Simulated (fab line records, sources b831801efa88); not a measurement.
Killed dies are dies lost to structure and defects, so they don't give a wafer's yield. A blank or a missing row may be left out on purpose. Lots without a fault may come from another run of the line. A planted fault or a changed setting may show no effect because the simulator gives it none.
One fault seen from 2 desks | flow gf180mcu | each desk has only its own numbers; what lay behind them comes last

THE TOOL OWNER'S DESK: pecvd-01
The tool's own readings at GF_V1_CVD_02 (deposits SiO2 from TEOS, target thk 850 nm, time 94.851 s): means of the sampled wafers that have a number, for each lot that ran on this tool. A lot is out of limits, marked OUT, if its mean lies more than 4 standard deviations from the usual mean; the brackets give that distance.
Columns: A = heater_power_outer_w at GF_V1_CVD_02, usual 385 W; B = heater_power_w at GF_V1_CVD_02, usual 651 W; C = run_length_s at GF_V1_CVD_02, usual 122.8 s
lot  | first seen here | A   | B   | C
L869 | day 19 17:27    | 388 | 646 | 126.2 (+5.1) OUT
L870 | day 20 19:05    | 407 | 680 | 126.1 (+5.0) OUT
L878 | day 22 23:21    | 375 | 588 | 123.3
L879 | day 23 12:04    | 372 | 621 | 123.0
L883 | day 24 11:55    | 394 | 676 | 122.8
L884 | day 24 19:20    | 401 | 686 | 123.1
L885 | day 25 06:08    | 357 | 572 | 123.3
This desk's finding: out of limits on L869, L870; first on L869, day 19 17:27 (run_length_s at GF_V1_CVD_02). In limits: L878, L879, L883, L884, L885.

THE METROLOGY DESK
What the gauges read, lot by lot, whatever tool the lot ran on: means of the sampled wafers that have a number. A lot is out of limits, marked OUT, if its mean lies more than 4 standard deviations from the usual mean; the brackets give that distance.
Columns: A = M1_ALCU_THK at GF_M1_THK_MEAS_06, usual 460 nm; B = V1_CVD_02_THK at GF_V1_THK_MEAS_03, usual 852 nm
lot  | first seen here | A   | B
L863 | day 16 02:16    | 458 | 853
L864 | day 16 12:41    | 451 | 847
L869 | day 18 16:17    | 457 | 878
L870 | day 19 17:24    | 470 | 884
L878 | day 21 23:24    | 469 | 853
L879 | day 22 12:02    | 459 | 854
L881 | day 22 18:46    | 452 | 868
L882 | day 23 04:13    | 453 | 850
L883 | day 23 12:17    | 456 | 866
L884 | day 23 20:00    | 462 | 854
L885 | day 24 07:19    | 457 | 839
This desk's finding: nothing out of limits on any of the 11 lots.

PUT TOGETHER
The tool owner's desk could have raised an alarm at day 19 17:27, on L869, L870.
The metrology desk saw nothing out of limits.
The metrology desk has L869, L870 on record, within its limits.
Of the lots named, all ran GF_V1_CVD_02 on pecvd-01.

WHAT THE SIMULATOR HAD PUT IN
Process parameter drift: pecvd-01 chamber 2, from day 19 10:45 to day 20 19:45, at GF_V1_CVD_02. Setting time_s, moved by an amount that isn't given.
Lots struck among those shown: L869, L870.
Hours from the fault's start to each desk's first reading out of limits: the tool owner's desk, 7.
